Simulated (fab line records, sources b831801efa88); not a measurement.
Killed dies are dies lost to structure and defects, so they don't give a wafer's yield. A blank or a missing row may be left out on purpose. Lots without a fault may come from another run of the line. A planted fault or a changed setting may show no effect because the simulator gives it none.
Problem report in the 8D (eight disciplines) form, filled by code | flow sky130 | the parts of the form that need people (team, actions taken, sign-off) are left out

1. THE PROBLEM
bias_w at SKY_CONTACT_ETCH_18 reads a mean of 292.6 W on 3 wafers of 2 lots; wafers without a fault read 200.0 W with a standard deviation of 0.6. That is +99 or more standard deviations from the usual mean.
The step: etches Si3N4 in CHF3/O2, stops on TiN, time 39 s, target depth 75 nm.
First seen on wafer L273.2, day 36 19:00, on rie_diel-01. The record holds 39 wafers of 13 lots with a number at this step. Rule for "out", or "out of limits": more than 4 standard deviations from the usual mean. The other wafers with a number count as sound.

2. WHAT IT IS AND WHAT IT IS NOT
question                    | is                     | is not
which readings at this step | bias_w                 | drypump_motor_current_A, oes_product_au, throttle_valve_pct
which lots                  | L273, L274             | L257, L258, L259, L260, L262, L263, L264, L266, L271, L278, L280
which wafers of those lots  | L273.2, L274.3, L274.5 | L273.3, L273.6, L274.2
read on which tools         | rie_diel-01            | rie_diel-03, rie_diel-04
when                        | from day 36 19:00      | up to then (29 sound wafers); but 7 sound wafers of L274, L278, L280 came after

3. SUSPECTS, AND WHAT RULES EACH OUT
Counting: a tool at a process step up to the reading stays a suspect if it ran every lot that is out. Sound lots after the first of them don't rule it out here, since some wafers of a struck lot are sound.
- pecvd-01 at SKY_CONTACT_CVD_00 (deposits Si3N4, target thk 75 nm): kept. It ran every lot that is out, first L273 (day 35 16:46); its last sound lot up to then is L271 (day 35 04:21).
- rie_diel-01 at SKY_CONTACT_ETCH_18 (etches Si3N4 in CHF3/O2, stops on TiN, time 39 s, target depth 75 nm): kept. It ran every lot that is out, first L273 (day 36 19:00); its last sound lot up to then is L266 (day 34 19:00). Its own readings are out on those wafers: bias_w.
- Within rie_diel-01 at SKY_CONTACT_ETCH_18: the wafers that are out ran in chamber 0; their sound lot-mates ran in chamber 2.
Left after counting: pecvd-01 at SKY_CONTACT_CVD_00, rie_diel-01 at SKY_CONTACT_ETCH_18.

4. THE CAUSE (what the simulator had put in)
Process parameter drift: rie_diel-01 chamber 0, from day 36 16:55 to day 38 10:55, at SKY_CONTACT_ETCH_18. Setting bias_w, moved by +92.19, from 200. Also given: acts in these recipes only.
Counting left 2 suspects, and this tool is among them.

5. THE CHAIN OF EFFECTS, in route order
Each row: a reading whose mean over the struck wafers that have a number lies more than 3 standard deviations from the usual. Only readings for which the record gives a usual standard deviation are gone through. hours: the time from each lot's start at the first step in this table that gives one to its start at this step, as a median over the lots. sigmas: the change in usual standard deviations.
hours | step                | reading | usual   | on struck wafers | change | sigmas
0     | SKY_CONTACT_ETCH_18 | bias_w  | 200.0 W | 292.6            | +92.6  | +99 or more
The process steps in it:
- SKY_CONTACT_ETCH_18: etches Si3N4 in CHF3/O2, stops on TiN, time 39 s, target depth 75 nm.

6. WHAT WOULD HAVE CAUGHT IT SOONER
In this record the first reading out of limits was taken at day 36 19:00, 2 hours after the fault began at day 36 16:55.
